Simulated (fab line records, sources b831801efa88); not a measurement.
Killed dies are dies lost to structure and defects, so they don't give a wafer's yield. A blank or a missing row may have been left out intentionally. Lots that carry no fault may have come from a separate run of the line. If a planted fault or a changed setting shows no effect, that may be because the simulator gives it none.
fab line records + flow sky130
[record]
- lots = 14
- wafers = 42
- lastDay = 50
route steps=708 shown VT_ADJUST_NCORE@130 LDD_LDN@297 LI_CONTACT@363
lots with no fault: from the same line, run without faults
startH: hours from the record's opening day to when the first of the lot's shown wafers began + waitH: time in hours since the lot's previous step + " same as the row above + L1.1+2: several wafers, shown together as one row + - no value present, or no start provided + * or withheld: withheld + < > ~ a bound
route shown NAME@n: names a module that has steps shown in the file, with the first one's number in the route + usual: mean and standard deviation over wafers with no fault + same: alike in all rows + chamber/n: place in a boat + sites: per-site readings + _std_site: their standard deviation + _edge_site: the outer-site mean with the inner-site mean subtracted + radiusMm: for every site, how far away it sits from the centre of the wafer + mask NAME#n: copy n + behind: the most recent tool/chamber to have shaped the wafer + hold: what put the lot on hold/how long, in hours/how the hold closed + device: which transistor (n, p or np) failed to switch + end of line: the tests these same wafers got at the end of their route + a step without rows: its recipe alone + killed: dies that structure and defects cost at the first sort, which is not the same as the wafer's yield + map: shows each die of a wafer: x if killed, . if not, _ if none is there
set.NAME: setting as actually run; set.NAME@STEP: the setting as run at that earlier step + model.NAME: the simulator's own value behind a step, which no gauge read
route steps across a sampled set of lots; one table per step, one row per wafer
services: from which hour (startH, from the record's first day; less than 0 if before it) a tool's chamber was out of use, for how many hours, and why
[[steps]]
[step SKY_VT_ADJUST_NCORE_TW_MEAS_11]
[usual]
- VT_ADJUST_NCORE_TW = 219.1/1.7
| lot.wafer | tool         | chamber | startH | waitH | VT_ADJUST_NCORE_TW |
|-----------|--------------|---------|--------|-------|--------------------|
| L769.2    | filmMetro-02 | -       | 190.97 | 0.1   | 216.6              |
| L769.5    | "            | -       | "      | "     | 217.0              |
| L769.6    | "            | -       | "      | "     | 216.8              |
| L770.2    | filmMetro-03 | -       | 191.27 | 0.1   | 216.5              |
| L770.4    | "            | -       | "      | "     | 217.3              |
| L770.5    | "            | -       | "      | "     | 217.1              |
| L773.3    | filmMetro-01 | -       | 228.50 | 0.1   | 221.8              |
| L773.4    | "            | -       | "      | "     | 221.8              |
| L773.5    | "            | -       | "      | "     | 221.4              |
| L774.1    | filmMetro-02 | -       | 229.31 | 0.1   | 216.7              |
| L774.5    | "            | -       | "      | "     | 217.7              |
| L774.6    | "            | -       | "      | "     | 218.7              |
| L772.1    | filmMetro-01 | -       | 229.58 | 0.1   | 222.7              |
| L772.5    | "            | -       | "      | "     | 220.5              |
| L772.6    | "            | -       | "      | "     | 221.1              |
| L775.2    | filmMetro-03 | -       | 238.95 | 0.1   | 216.7              |
| L775.3    | "            | -       | "      | "     | 217.0              |
| L775.5    | "            | -       | "      | "     | 215.4              |
| L776.1    | filmMetro-03 | -       | 241.43 | 0.1   | 218.6              |
| L776.2    | "            | -       | "      | "     | 217.9              |
| L776.5    | "            | -       | "      | "     | 218.2              |
| L777.1    | filmMetro-01 | -       | 245.04 | 0.1   | 221.8              |
| L777.5    | "            | -       | "      | "     | 221.8              |
| L777.6    | "            | -       | "      | "     | 220.4              |
| L780.3    | filmMetro-01 | -       | 269.15 | 0.1   | 220.1              |
| L780.4    | "            | -       | "      | "     | 221.8              |
| L780.5    | "            | -       | "      | "     | 221.2              |
| L781.1    | filmMetro-02 | -       | 275.64 | 0.1   | 217.4              |
| L781.4    | "            | -       | "      | "     | 216.5              |
| L781.6    | "            | -       | "      | "     | 217.4              |
| L788.1    | filmMetro-02 | -       | 324.56 | 0.1   | 218.8              |
| L788.2    | "            | -       | "      | "     | 219.3              |
| L788.6    | "            | -       | "      | "     | 219.6              |
| L789.2    | filmMetro-02 | -       | 334.17 | 0.1   | 218.9              |
| L789.4    | "            | -       | "      | "     | 218.1              |
| L789.5    | "            | -       | "      | "     | 217.5              |
| L790.1    | filmMetro-03 | -       | 339.09 | 0.1   | 219.2              |
| L790.2    | "            | -       | "      | "     | 217.9              |
| L790.5    | "            | -       | "      | "     | 218.5              |
| L791.3    | filmMetro-03 | -       | 346.08 | 0.1   | 218.0              |
| L791.5    | "            | -       | "      | "     | 218.7              |
| L791.6    | "            | -       | "      | "     | 219.5              |
[step SKY_LDD_LDN_IMPLANT_08]
[recipe]
- species = As
- energyKev = 15
- doseCm2 = 1.25e+13
- tiltDeg = withheld
- rotationDeg = 23
[usual]
- beamEnergyKeV = 14.999/0.0049
- beamOnS = 10.00/0.22
- implantIonAmu = 75/0
| lot.wafer | tool         | chamber | startH | waitH | beamEnergyKeV | beamOnS | implantIonAmu |
|-----------|--------------|---------|--------|-------|---------------|---------|---------------|
| L769.2    | implanter-03 | 0       | 531.27 | 0.0   | 15.003        | 10.16   | 75            |
| L769.5    | "            | 0       | "      | "     | 15.004        | 10.15   | 75            |
| L769.6    | "            | 0       | "      | "     | 14.999        | 9.92    | 75            |
| L770.2    | implanter-04 | 0       | 532.17 | 0.0   | 14.999        | 10.06   | 75            |
| L770.4    | "            | 0       | "      | "     | 15.005        | 9.85    | 75            |
| L770.5    | "            | 0       | "      | "     | 14.997        | 10.14   | 75            |
| L773.3    | implanter-01 | 0       | 582.62 | 0.1   | 15.001        | 10.12   | 75            |
| L773.4    | "            | 0       | "      | "     | 14.995        | 10.17   | 75            |
| L773.5    | "            | 0       | "      | "     | 14.999        | 9.64    | 75            |
| L774.1    | implanter-04 | 0       | 584.97 | 0.0   | 14.997        | 9.85    | 75            |
| L774.5    | "            | 0       | "      | "     | 15.000        | 10.08   | 75            |
| L774.6    | "            | 0       | "      | "     | 15.007        | 10.21   | 75            |
| L772.1    | implanter-04 | 0       | 592.14 | 0.0   | 15.001        | 9.77    | 75            |
| L772.5    | "            | 0       | "      | "     | 14.995        | 10.51   | 75            |
| L772.6    | "            | 0       | "      | "     | 14.998        | 9.86    | 75            |
| L775.2    | implanter-03 | 0       | 595.12 | 0.0   | 14.998        | 10.09   | 75            |
| L775.3    | "            | 0       | "      | "     | 15.007        | 9.80    | 75            |
| L775.5    | "            | 0       | "      | "     | 15.011        | 10.02   | 75            |
| L777.1    | implanter-01 | 0       | 600.06 | 0.0   | 15.002        | 9.66    | 75            |
| L777.5    | "            | 0       | "      | "     | 15.003        | 10.11   | 75            |
| L777.6    | "            | 0       | "      | "     | 14.998        | 9.79    | 75            |
| L776.1    | implanter-03 | 0       | 601.79 | 0.0   | 14.997        | 10.01   | 75            |
| L776.2    | "            | 0       | "      | "     | 15.004        | 10.06   | 75            |
| L776.5    | "            | 0       | "      | "     | 15.005        | 9.76    | 75            |
| L780.3    | implanter-04 | -       | 632.74 | 0.1   | -             | -       | -             |
| L780.4    | "            | -       | "      | "     | -             | -       | -             |
| L780.5    | "            | -       | "      | "     | -             | -       | -             |
| L781.1    | implanter-01 | -       | 639.74 | 0.0   | -             | -       | -             |
| L781.4    | "            | -       | "      | "     | -             | -       | -             |
| L781.6    | "            | -       | "      | "     | -             | -       | -             |
| L788.1    | implanter-04 | 0       | 687.31 | 0.0   | 14.989        | 10.15   | 75            |
| L788.2    | "            | 0       | "      | "     | 14.996        | 9.76    | 75            |
| L788.6    | "            | 0       | "      | "     | 15.000        | 9.90    | 75            |
| L789.2    | implanter-04 | 0       | 714.04 | 0.0   | 14.995        | 9.77    | 75            |
| L789.4    | "            | 0       | "      | "     | 14.996        | 9.53    | 75            |
| L789.5    | "            | 0       | "      | "     | 14.995        | 9.85    | 75            |
| L790.1    | implanter-01 | 0       | 714.61 | 0.0   | 15.001        | 10.18   | 75            |
| L790.2    | "            | 0       | "      | "     | 15.000        | 9.91    | 75            |
| L790.5    | "            | 0       | "      | "     | 14.993        | 9.89    | 75            |
| L791.3    | implanter-01 | 0       | 717.74 | 0.1   | 15.001        | 10.22   | 75            |
| L791.5    | "            | 0       | "      | "     | 15.000        | 10.05   | 75            |
| L791.6    | "            | 0       | "      | "     | 15.007        | 10.05   | 75            |
[step SKY_LDD_LDN_TW_MEAS_13]
[usual]
- LDD_LDN_TW = 1478/11
| lot.wafer | tool         | chamber | startH | waitH | LDD_LDN_TW |
|-----------|--------------|---------|--------|-------|------------|
| L769.2    | filmMetro-01 | -       | 531.95 | 0.1   | 1493       |
| L769.5    | "            | -       | "      | "     | 1491       |
| L769.6    | "            | -       | "      | "     | 1484       |
| L770.2    | filmMetro-01 | -       | 532.88 | 0.1   | 1485       |
| L770.4    | "            | -       | "      | "     | 1485       |
| L770.5    | "            | -       | "      | "     | 1490       |
| L774.1    | filmMetro-01 | -       | 585.67 | 0.1   | 1493       |
| L774.5    | "            | -       | "      | "     | 1500       |
| L774.6    | "            | -       | "      | "     | 1485       |
| L773.3    | filmMetro-02 | -       | 587.87 | 0.1   | 1476       |
| L773.4    | "            | -       | "      | "     | 1475       |
| L773.5    | "            | -       | "      | "     | 1476       |
| L772.1    | filmMetro-02 | -       | 592.84 | 0.1   | 1474       |
| L772.5    | "            | -       | "      | "     | 1476       |
| L772.6    | "            | -       | "      | "     | 1478       |
| L775.2    | filmMetro-02 | -       | 595.80 | 0.1   | 1472       |
| L775.3    | "            | -       | "      | "     | 1473       |
| L775.5    | "            | -       | "      | "     | 1477       |
| L777.1    | filmMetro-03 | -       | 600.76 | 0.1   | 1467       |
| L777.5    | "            | -       | "      | "     | 1475       |
| L777.6    | "            | -       | "      | "     | 1464       |
| L776.1    | filmMetro-01 | -       | 602.49 | 0.1   | 1476       |
| L776.2    | "            | -       | "      | "     | 1488       |
| L776.5    | "            | -       | "      | "     | 1490       |
| L780.3    | filmMetro-02 | -       | 633.41 | 0.1   | 1360       |
| L780.4    | "            | -       | "      | "     | 1356       |
| L780.5    | "            | -       | "      | "     | 1357       |
| L781.1    | filmMetro-02 | -       | 640.44 | 0.1   | 1367       |
| L781.4    | "            | -       | "      | "     | 1360       |
| L781.6    | "            | -       | "      | "     | 1359       |
| L788.1    | filmMetro-03 | -       | 688.01 | 0.1   | 1480       |
| L788.2    | "            | -       | "      | "     | 1471       |
| L788.6    | "            | -       | "      | "     | 1473       |
| L789.2    | filmMetro-01 | -       | 714.72 | 0.1   | 1486       |
| L789.4    | "            | -       | "      | "     | 1486       |
| L789.5    | "            | -       | "      | "     | 1488       |
| L790.1    | filmMetro-01 | -       | 715.31 | 0.1   | 1477       |
| L790.2    | "            | -       | "      | "     | 1484       |
| L790.5    | "            | -       | "      | "     | 1496       |
| L791.3    | filmMetro-01 | -       | 718.41 | 0.1   | 1488       |
| L791.5    | "            | -       | "      | "     | 1482       |
| L791.6    | "            | -       | "      | "     | 1494       |
[step SKY_LI_CONTACT_THK_MEAS_01]
[recipe]
- reads = PSG_of_LI_CONTACT_HDPCVD_00
[usual]
- LI_CONTACT_HDPCVD_THK = 926/8.7
| lot.wafer | tool         | chamber | startH | waitH | LI_CONTACT_HDPCVD_THK[nm] |
|-----------|--------------|---------|--------|-------|---------------------------|
| L769.2    | filmMetro-01 | -       | 653.29 | 0.1   | 940                       |
| L769.5    | "            | -       | "      | "     | 922                       |
| L769.6    | "            | -       | "      | "     | 920                       |
| L770.2    | filmMetro-03 | -       | 653.56 | 0.1   | 913                       |
| L770.4    | "            | -       | "      | "     | 923                       |
| L770.5    | "            | -       | "      | "     | 925                       |
| L774.1    | filmMetro-03 | -       | 705.24 | 0.1   | 929                       |
| L774.5    | "            | -       | "      | "     | 923                       |
| L774.6    | "            | -       | "      | "     | 918                       |
| L773.3    | filmMetro-01 | -       | 707.27 | 0.1   | 925                       |
| L773.4    | "            | -       | "      | "     | 939                       |
| L773.5    | "            | -       | "      | "     | 933                       |
| L772.1    | filmMetro-04 | -       | 709.57 | 0.1   | 926                       |
| L772.5    | "            | -       | "      | "     | 931                       |
| L772.6    | "            | -       | "      | "     | 927                       |
| L775.2    | filmMetro-04 | -       | 713.30 | 0.1   | 935                       |
| L775.3    | "            | -       | "      | "     | 917                       |
| L775.5    | "            | -       | "      | "     | 917                       |
| L777.1    | filmMetro-04 | -       | 719.28 | 0.1   | 918                       |
| L777.5    | "            | -       | "      | "     | 908                       |
| L777.6    | "            | -       | "      | "     | 923                       |
| L776.1    | filmMetro-03 | -       | 720.82 | 0.1   | 923                       |
| L776.2    | "            | -       | "      | "     | 915                       |
| L776.5    | "            | -       | "      | "     | 921                       |
| L788.1    | filmMetro-03 | -       | 805.61 | 0.1   | 924                       |
| L788.2    | "            | -       | "      | "     | 933                       |
| L788.6    | "            | -       | "      | "     | 927                       |
| L789.2    | filmMetro-04 | -       | 826.57 | 0.1   | 916                       |
| L789.4    | "            | -       | "      | "     | 924                       |
| L789.5    | "            | -       | "      | "     | 915                       |
| L790.1    | filmMetro-04 | -       | 826.98 | 0.1   | 920                       |
| L790.2    | "            | -       | "      | "     | 914                       |
| L790.5    | "            | -       | "      | "     | 914                       |
| L791.3    | filmMetro-03 | -       | 827.92 | 0.1   | 925                       |
| L791.5    | "            | -       | "      | "     | 916                       |
| L791.6    | "            | -       | "      | "     | 920                       |
[step SKY_LI_CONTACT_CMP_02]
[recipe]
- material = PSG
- downForcePsi = 4
- platenRpm = 60
- padVelocityMS = 0.94248
[usual]
- edgeZonePressureFrac = 1.000/0.0048
- motorCurrentA = 12.1/1.4
- slurryFlowMlMin = 150.0/0.51
- timeToEndpointS = 35/3
| lot.wafer | tool   | chamber | startH | waitH | edgeZonePressureFrac | motorCurrentA | slurryFlowMlMin | timeToEndpointS |
|-----------|--------|---------|--------|-------|----------------------|---------------|-----------------|-----------------|
| L769.2    | cmp-02 | 3       | 653.39 | 0.1   | 1.000                | 9.5           | 151.3           | 32              |
| L769.5    | "      | 2       | "      | "     | 0.996                | 12.8          | 150.5           | 34              |
| L769.6    | "      | 3       | "      | "     | 1.000                | 9.0           | 151.0           | 29              |
| L770.2    | cmp-01 | 0       | 653.66 | 0.1   | 0.998                | 14.4          | 149.5           | 31              |
| L770.4    | "      | 1       | "      | "     | 1.003                | 13.7          | 149.8           | 38              |
| L770.5    | "      | 3       | "      | "     | 1.001                | 11.8          | 149.5           | 33              |
| L774.1    | cmp-01 | 1       | 705.30 | 0.1   | 1.003                | 14.4          | 149.6           | 38              |
| L774.6    | "      | 1       | "      | "     | 0.996                | 13.8          | 150.6           | 36              |
| L774.5    | "      | 2       | "      | "     | 1.002                | 12.6          | 150.2           | 35              |
| L773.4    | cmp-02 | 0       | 707.36 | 0.1   | 1.003                | 12.5          | 149.6           | 40              |
| L773.3    | "      | 1       | "      | "     | 1.005                | 11.8          | 149.8           | 36              |
| L773.5    | "      | 0       | "      | "     | 1.001                | 12.4          | 149.4           | 41              |
| L772.1    | cmp-02 | 1       | 709.73 | 0.1   | 1.001                | 11.6          | 149.0           | 35              |
| L772.6    | "      | 3       | "      | "     | 1.001                | 9.1           | 150.5           | 34              |
| L772.5    | "      | 0       | "      | "     | 1.004                | 12.1          | 149.6           | 41              |
| L775.3    | cmp-02 | 3       | 713.61 | 0.3   | 1.004                | 9.0           | 150.3           | 34              |
| L775.2    | "      | 0       | "      | "     | 1.010                | 12.0          | 149.6           | 42              |
| L775.5    | "      | 1       | "      | "     | 0.989                | 10.6          | 149.5           | 35              |
| L777.1    | cmp-02 | 2       | 719.44 | 0.1   | 1.001                | 12.6          | 150.6           | 39              |
| L777.6    | "      | 0       | "      | "     | 1.003                | 11.8          | 150.1           | 38              |
| L777.5    | "      | 1       | "      | "     | 1.007                | 11.6          | 149.5           | 34              |
| L776.2    | cmp-02 | 3       | 720.98 | 0.1   | 1.012                | 9.3           | 150.8           | 32              |
| L776.1    | "      | 0       | "      | "     | 0.998                | 11.5          | 149.2           | 38              |
| L776.5    | "      | 2       | "      | "     | 0.994                | 13.5          | 149.9           | 38              |
| L788.2    | cmp-01 | 0       | 805.77 | 0.1   | 1.007                | 13.9          | 150.8           | 29              |
| L788.1    | "      | 1       | "      | "     | 1.002                | 13.2          | 150.3           | 32              |
| L788.6    | "      | 2       | "      | "     | 0.993                | 12.8          | 148.5           | 33              |
| L789.4    | cmp-01 | 3       | 826.62 | 0.0   | 0.992                | 11.2          | 150.5           | 30              |
| L789.2    | "      | 1       | "      | "     | 1.009                | 13.5          | 149.7           | 33              |
| L789.5    | "      | 0       | "      | "     | 0.998                | 14.3          | 150.4           | 32              |
| L790.1    | cmp-02 | 3       | 827.14 | 0.1   | 1.005                | 9.2           | 150.0           | 30              |
| L790.2    | "      | 0       | "      | "     | 0.995                | 11.8          | 150.7           | 34              |
| L790.5    | "      | 2       | "      | "     | 0.993                | 12.4          | 149.5           | 32              |
| L791.3    | cmp-02 | 0       | 828.11 | 0.2   | 1.004                | 12.6          | 149.9           | 40              |
| L791.6    | "      | 1       | "      | "     | 0.992                | 11.1          | 150.0           | 35              |
| L791.5    | "      | 2       | "      | "     | 1.001                | 13.6          | 149.9           | 37              |
[[services]]
| tool         | chamber | startH | hours | kind   |
|--------------|---------|--------|-------|--------|
| cmp-02       | -       | 508.47 | 2.6   | repair |
| implanter-04 | -       | 552.97 | 1.3   | repair |
| cmp-01       | -       | 576.76 | 4.0   | pm     |
| cmp-01       | -       | 580.29 | 1.0   | repair |
| cmp-01       | -       | 589.31 | 1.1   | repair |
| cmp-01       | -       | 604.32 | 1.8   | repair |
| cmp-01       | -       | 605.05 | 1.8   | repair |
| cmp-02       | -       | 607.04 | 6.0   | pm     |
| cmp-01       | -       | 609.00 | 2.3   | repair |
| cmp-01       | -       | 631.60 | 1.1   | repair |
| cmp-01       | -       | 645.15 | 2.1   | repair |
| implanter-04 | -       | 669.11 | 4.3   | repair |
| cmp-02       | -       | 684.47 | 1.3   | repair |
| cmp-02       | -       | 726.45 | 4.4   | repair |
| implanter-04 | -       | 750.41 | 3.5   | pm     |
| cmp-02       | -       | 752.98 | 2.5   | repair |
| cmp-02       | -       | 755.43 | 4.0   | pm     |
| implanter-01 | -       | 760.88 | 26.1  | repair |
| cmp-02       | -       | 768.79 | 0.3   | repair |
| implanter-01 | -       | 778.71 | 2.2   | repair |
| implanter-01 | -       | 799.98 | 5.5   | repair |
| implanter-01 | -       | 804.16 | 4.4   | repair |
| cmp-02       | -       | 804.61 | 3.9   | pm     |
| implanter-01 | -       | 813.21 | 4.0   | pm     |
[[key]]
[firstSign]
- step = SKY_LDD_LDN_IMPLANT_08
- reading = toolRecord
- direction = missing
[effect]
- step = SKY_LDD_LDN_TW_MEAS_13
- reading = LDD_LDN_TW
- direction = down
- sigmas = 11
- usual = 1478
- struck = 1360
metAt SKY_LDD_LDN_IMPLANT_08
struckLots L780,L781
laterRowsLeftOut L780.3,L780.4,L780.5,L781.1,L781.4,L781.6
sortLeftOut L780.3,L780.4,L780.5,L781.1,L781.4,L781.6
testerLeftOut L780,L781
notActingAt SKY_VT_ADJUST_NCORE_TW_MEAS_11,SKY_LI_CONTACT_THK_MEAS_01,SKY_LI_CONTACT_CMP_02
onsetBetween 600.06 632.74
[fault]
- kind = skippedStepWhole
- tool = implanter-01,implanter-04
- chamber = -
- onsetH = 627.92
- steps = SKY_LDD_LDN_IMPLANT_08
- scope = struckLotsOnly
// testerLeftOut: of these lots the tester's yield and bins aren't shown, on N5 and GAA mostly nor the transistor test; their killed dies are dies lost to structure and defects alone, not to doping, threshold or leakage, so they don't give the yield
// sortLeftOut: the simulated sort isn't trusted on such a fault, so these wafers' sort isn't shown, and their yield isn't known
// laterRowsLeftOut: the simulator's readings of these wafers behind a module that went badly wrong aren't trusted and aren't shown, but for the sort
